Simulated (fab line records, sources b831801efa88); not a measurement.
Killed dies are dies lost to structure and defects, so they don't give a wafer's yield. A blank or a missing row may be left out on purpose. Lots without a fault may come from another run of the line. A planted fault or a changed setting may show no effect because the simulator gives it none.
One fault seen from 2 desks | flow sfq_line | each desk has only its own numbers; what lay behind them comes last

THE METROLOGY DESK
What the gauges read, lot by lot, whatever tool the lot ran on: means of the sampled wafers that have a number. A lot is out of limits, marked OUT, if its mean lies more than 4 standard deviations from the usual mean; the brackets give that distance.
Columns: A = L0V_OVL at SFQ_L0V_OVL_MEAS_903, usual -1 nm
lot  | first seen here | A
L209 | day 9 07:02     | 1
L211 | day 9 21:27     | -6
L212 | day 10 02:23    | -5
L213 | day 10 14:22    | -5
L214 | day 10 19:10    | -2
L215 | day 11 13:11    | 7
L217 | day 12 03:44    | 2
L218 | day 12 08:33    | -5
L219 | day 12 13:21    | 1
L220 | day 12 20:32    | -10
L222 | day 13 10:11    | -3
L224 | day 14 06:35    | -1
L230 | day 15 17:50    | 2
L231 | day 15 23:58    | -3
This desk's finding: nothing out of limits on any of the 14 lots.

THE TOOL OWNER'S DESK: rie_metal-02
The tool's own readings at SFQ_TRILAYER_M0_ETCH_METAL_ETCH_024 (etches Nb in Cl2/Ar, stops on SiO2, target depth 240 nm, time 120 s): means of the sampled wafers that have a number, for each lot that ran on this tool. A lot is out of limits, marked OUT, if its mean lies more than 4 standard deviations from the usual mean; the brackets give that distance.
Columns: A = bias_w at SFQ_TRILAYER_M0_ETCH_METAL_ETCH_024, usual 79.99 W; B = drypump_motor_current_A at SFQ_TRILAYER_M0_ETCH_METAL_ETCH_024, usual 5.9 A; C = oes_product_au at SFQ_TRILAYER_M0_ETCH_METAL_ETCH_024, usual 0.892 a.u.; D = rf_fwd_power_W at SFQ_TRILAYER_M0_ETCH_METAL_ETCH_024, usual 596.1 W
lot  | first seen here | A     | B   | C     | D
L209 | day 14 05:29    | 79.69 | 6.1 | 0.899 | 597.3
L212 | day 15 03:35    | 79.98 | 6.1 | 0.890 | 595.7
L218 | day 17 14:46    | 80.04 | 6.2 | 0.885 | 596.5
L219 | day 17 23:10    | 80.04 | 6.2 | 0.886 | 596.8
L220 | day 18 06:19    | 79.84 | 6.1 | 0.892 | 628.0 (+17) OUT
L222 | day 19 04:02    | 80.04 | 6.1 | 0.898 | 628.5 (+17) OUT
This desk's finding: out of limits on L220, L222; first on L220, day 18 06:19 (rf_fwd_power_W at SFQ_TRILAYER_M0_ETCH_METAL_ETCH_024). In limits: L209, L212, L218, L219.

PUT TOGETHER
The tool owner's desk could have raised an alarm at day 18 06:19, on L220, L222.
The metrology desk saw nothing out of limits.
The metrology desk has L220, L222 on record, within its limits.
Of the lots named, all ran SFQ_TRILAYER_M0_ETCH_METAL_ETCH_024 on rie_metal-02.

WHAT THE SIMULATOR HAD PUT IN
Process parameter drift: rie_metal-02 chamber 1, from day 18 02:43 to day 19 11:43, at SFQ_TRILAYER_M0_ETCH_METAL_ETCH_024. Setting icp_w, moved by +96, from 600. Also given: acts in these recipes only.
Lots struck among those shown: L220, L222.
Hours from the fault's start to each desk's first reading out of limits: the tool owner's desk, 4.
